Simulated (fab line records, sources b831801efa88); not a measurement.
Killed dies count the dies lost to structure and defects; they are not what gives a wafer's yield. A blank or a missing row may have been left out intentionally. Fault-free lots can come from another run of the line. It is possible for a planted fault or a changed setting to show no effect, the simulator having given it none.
A struck lot beside a sound one | flow gf180mcu | 15 out of 602 route steps
Sound: the wafers L748.1, L748.5, L748.6. Struck: wafers L756.2, L756.4, L756.6. Last of all comes the cause.
At each step with rows: each side's tool, then ch and its chambers, then its first start. Under that, the readings that differ: sound wafers | struck wafers | difference of the means | sigmas: that difference in standard deviations of wafers without a fault.
alike: same words and numbers on both sides, and readings whose means sit less than 2 such deviations apart. not compared: any withheld reading, any reading some wafer has no value for, any bound like >300 that may hide the same value, and any number with overlapping values for which the record gives no deviation.
A row with sigmas, a row that says differs or no value, or rows on one side alone: a step with any of these is where the two part. When numbers do not overlap yet have no deviation, they are printed without sigmas and do not part them. A reading missing from all wafers of one side parts the sides only when that side holds two or more wafers.

first, 1 step without rows for these wafers: GF_SAB_DEVELOP_08 (develop time 60 s).
GF_SAB_CD_MEAS_09: target cd 420 nm.
  sound on cd sem-02 at day 15 13:36; struck on cd sem-02 at day 18 11:56
  alike: cd nm
GF_SAB_OVL_MEAS_10:
  sound on overlay-01 at day 15 13:43; struck on overlay-01 at day 18 12:02
  reading      | sound       | struck        | difference | sigmas
  SAB_OVL (nm) | 3.1 2.7 1.0 | -1.1 -0.1 0.2 | -2.6       | -2
GF_SAB_ETCH_11: etches SiO2 in C4F8/O2/Ar, target depth 55 nm, time 8.5 s.
  sound on rie diel-02 ch 0,1,3, day 15 13:46; struck on rie diel-03 ch 0,2,3, day 18 12:04
  alike: oes product au
  not compared: rf hours counter h
then, 1 step without rows for these wafers: GF_SAB_WET_ETCH_12 (etches SiO2 in dHF, target depth 22 nm, time 440 s).
GF_SAB_STRIP_13: strips in O2/N2.
  sound on plasma asher-02 ch 0,1, day 15 13:55; struck on plasma asher-02 ch 1, day 18 12:13
  alike: drypump motor current A, heater power w, oes product au, strip time to endpoint s
  not compared: rf hours counter h
then, 2 steps without rows for these wafers: GF_SALICIDE_CLEAN_00 (cleans in SC1/SC2, time 150 s); GF_SALICIDE_WET_ETCH_01 (etches SiO2 in dHF, target depth 5 nm, time 100 s).
GF_SALICIDE_SPUTTER_02: material Co, target thk 10 nm, time 20 s.
  sound on pvd sputter-04 at day 15 14:06; struck on pvd sputter-04 at day 18 12:24
  alike: chamber pressure pa, throttle valve pct
GF_SALICIDE_SPUTTER_03: material TiN, target thk 20 nm, time 16.7 s.
  sound on pvd sputter-04 at day 15 14:08; struck on pvd sputter-04 at day 18 12:26
  alike: chamber pressure pa, throttle valve pct
GF_SALICIDE_RS_MEAS_04: measurement is done with a four-point probe.
  sound on film metro-01 at day 15 14:09; struck on film metro-04 at day 18 12:29
  alike: SALICIDE_TIN_RS
GF_SALICIDE_THK_MEAS_05: measures by xrf.
  sound on film metro-01 at day 15 14:16; struck on film metro-04 at day 18 12:35
  alike: SALICIDE_TIN_THK
GF_SALICIDE_RTA_06: time 30 s.
  sound on rtp anneal-02 ch 0, day 15 14:20; struck on rtp anneal-02, day 18 12:40
  no value came back on the struck wafers for anneal temp c max, chamber o2 ppm, lamp power pct (%), wafer_temp_C_max; on the sound wafers anneal temp c max reads 533.4 532.2 532.9
then, 1 step without rows for these wafers: GF_SALICIDE_WET_ETCH_07 (etches the open film in SPM, target depth 120 nm).
-- the record jumps here: 13 days lie between the struck wafers' starts before and after (it left off in module SALICIDE and takes up again in module PASSIVATION, whose first step shown is number 602 of the route) --
GF_PASSIVATION_PROBE_99:
  sound on prober-01 at day 29 11:29; struck on prober-01 at day 31 22:44
  reading                           | sound             | struck            | difference | sigmas
  model.etest.ppoly sal.line ohm um | 27.99 28.77 27.72 | 1298 1316 1295    | +1275      |
  model.etest.npoly sal.line ohm um | 27.95 28.86 28.09 | 1211 1254 1226    | +1202      |
  model.etest.pplus sal.line ohm um | 34.96 35.43 34.9  | 857.5 828.6 841.5 | +807.4     |
  model.etest.ppoly sal.rs ohm sq   | 7.3 7.385 7.237   | 360.6 375.1 362.7 | +358.8     |
  model.etest.npoly sal.rs ohm sq   | 7.233 7.371 7.311 | 339.5 351.5 341.9 | +337.0     |
  model.etest.ppoly u.end ohm       | 30.54 30.18 29.82 | 303.8 299 298.5   | +270.3     |
  model.etest.nplus sal.line ohm um | 30.77 31.42 31.44 | 282.3 274.3 273.6 | +245.5     |
  model.etest.contact poly.rc ohm   | 5.742 5.709 5.806 | 255.4 249.6 249.5 | +245.7     |

== WHERE THEY PART ==
Last at GF_SALICIDE_RTA_06 as far as this record goes, first at GF_SAB_OVL_MEAS_10.

WHY: the cause the simulator had injected
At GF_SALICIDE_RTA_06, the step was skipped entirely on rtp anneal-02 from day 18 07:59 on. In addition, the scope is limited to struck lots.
